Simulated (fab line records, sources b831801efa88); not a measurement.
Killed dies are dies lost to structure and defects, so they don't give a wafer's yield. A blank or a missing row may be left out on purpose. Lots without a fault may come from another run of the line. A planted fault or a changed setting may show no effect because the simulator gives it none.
One fault seen from 2 desks | flow gf180mcu | each desk has only its own numbers; what lay behind them comes last

THE TOOL OWNER'S DESK: pvd_sputter-01
The tool's own readings at GF_MIM_SPUTTER_07 (material TiN, target thk 60 nm, time 50 s): means of the sampled wafers that have a number, for each lot that ran on this tool. A lot is out of limits, marked OUT, if its mean lies more than 4 standard deviations from the usual mean; the brackets give that distance.
Columns: A = cathode_dc_power_W at GF_MIM_SPUTTER_07, usual 6499.8 W; B = throttle_valve_pct at GF_MIM_SPUTTER_07, usual 30.0 %
lot  | first seen here | A      | B
L568 | day 25 17:53    | 6499.7 | 30.4
L569 | day 26 08:47    | 6499.9 | 30.5
L570 | day 26 16:26    | 6501.0 | 29.7
L571 | day 26 22:17    | 6499.6 | 29.7
L572 | day 27 07:28    | 6499.6 | 30.3
L582 | day 30 00:02    | 6501.1 | 30.2
L585 | day 30 14:38    | 6499.4 | 30.0
L586 | day 31 01:04    | 6500.0 | 30.3
This desk's finding: nothing out of limits on any of the 8 lots.

THE METROLOGY DESK
What the gauges read, lot by lot, whatever tool the lot ran on: means of the sampled wafers that have a number. A lot is out of limits, marked OUT, if its mean lies more than 4 standard deviations from the usual mean; the brackets give that distance.
Columns: A = MIM_CVD_05_THK at GF_MIM_THK_MEAS_06, usual 41.8 nm; B = cd_nm at GF_M5_CD_MEAS_07, usual 279.6 nm; C = M5_OVL at GF_M5_OVL_MEAS_08, usual 3 nm
lot  | first seen here | A    | B     | C
L565 | day 24 16:40    | 41.3 | 278.9 | 1
L566 | day 25 04:47    | 42.0 | 280.8 | 7
L567 | day 25 08:10    | 41.4 | 279.8 | 5
L568 | day 25 17:50    | 42.3 | 278.4 | 1
L569 | day 26 08:44    | 41.7 | 280.4 | 0
L570 | day 26 16:24    | 42.5 | 280.0 | 4
L571 | day 26 22:13    | 41.6 | 278.7 | 1
L572 | day 27 07:24    | 41.4 | 278.7 | -3
L581 | day 29 15:26    | 42.0 | 281.2 | -3
L582 | day 29 23:58    | 41.8 | 280.7 | -4
L585 | day 30 14:34    | 42.0 | 281.3 | 0
L586 | day 31 01:00    | 42.1 | 279.8 | 6
This desk's finding: nothing out of limits on any of the 12 lots.

PUT TOGETHER
The tool owner's desk saw nothing out of limits.
The metrology desk saw nothing out of limits.

WHAT THE SIMULATOR HAD PUT IN
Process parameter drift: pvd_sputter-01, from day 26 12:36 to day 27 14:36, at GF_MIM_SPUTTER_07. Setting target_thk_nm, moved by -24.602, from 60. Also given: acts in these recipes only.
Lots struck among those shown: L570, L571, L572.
